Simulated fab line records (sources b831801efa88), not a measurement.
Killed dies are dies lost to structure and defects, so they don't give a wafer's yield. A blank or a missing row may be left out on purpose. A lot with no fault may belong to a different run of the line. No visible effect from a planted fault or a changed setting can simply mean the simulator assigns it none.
Which tool was responsible? + flow sky130 + 6 lots with 18 wafers sampled at 3 steps, on a route of 708 steps

== WHAT THE GAUGES SHOWED, per wafer ==
SKY_VIA4_RS_MEAS_19: a four-point-probe measurement.
| lot  | measured     | on            | VIA4_W_RS (ohm/sq) |
|------|--------------|---------------|--------------------|
| L246 | day 43 17:51 | film metro-02 | 0.223 0.221 0.221  |
| L248 | day 44 00:51 | film metro-03 | 0.222 0.224 0.223  |
| L251 | day 44 22:13 | film metro-02 | 0.227 0.219 0.220  |
| L259 | day 46 15:59 | film metro-01 | 0.222 0.221 0.225  |
| L263 | day 48 02:19 | film metro-03 | 0.226 0.225 0.226  |
| L267 | day 48 17:25 | film metro-01 | 0.228 0.219 0.225  |

== EACH LOT AND THE TOOL THAT RAN IT (in order: tool; ch and the chambers of the sampled wafers; start) ==
| lot  | SKY_METAL1_SPUTTER_01        | SKY_METAL4_DESCUM_15              |
|------|------------------------------|-----------------------------------|
| L246 | pvd sputter-03, day 32 17:29 | rie metal-02 ch 0,1, day 42 16:23 |
| L248 | pvd sputter-04, day 33 01:15 | rie metal-04 ch 0,1, day 42 23:50 |
| L251 | pvd sputter-03, day 34 03:25 | rie metal-04 ch 0,1, day 43 22:19 |
| L259 | pvd sputter-03, day 36 07:55 | rie metal-03 ch 0,1, day 45 16:18 |
| L263 | pvd sputter-02, day 38 00:23 | rie metal-02 ch 0,1, day 47 04:20 |
| L267 | pvd sputter-04, day 38 21:10 | rie metal-02 ch 0,1, day 47 20:01 |
- SKY_METAL1_SPUTTER_01: material TiN, target thk 20 nm, time 16.7 s.
- SKY_METAL4_DESCUM_15: chemistry O2, time 8 s.

== THE ANSWER, worked out from the rows above alone ==
Rule: the lots themselves supply what counts as usual. The widest of any qualifying gaps counts: lots, ordered by their means at a reading, are off when they make up no more than a third of the lots, leave a main group of 4 or more, and stand apart from it by 3 or more times the standard deviation of that group's means. Not used: any main group whose means are identical at the precision the tables above print for the reading. Also off: a lot with no number at a reading for which 4 or more lots have one. Where the step has rows for the other lots, those lots are counted as sound.
No lot is off at any reading shown: from this, nothing can be told.

== WHAT HAD BEEN PUT IN BY THE SIMULATOR ==
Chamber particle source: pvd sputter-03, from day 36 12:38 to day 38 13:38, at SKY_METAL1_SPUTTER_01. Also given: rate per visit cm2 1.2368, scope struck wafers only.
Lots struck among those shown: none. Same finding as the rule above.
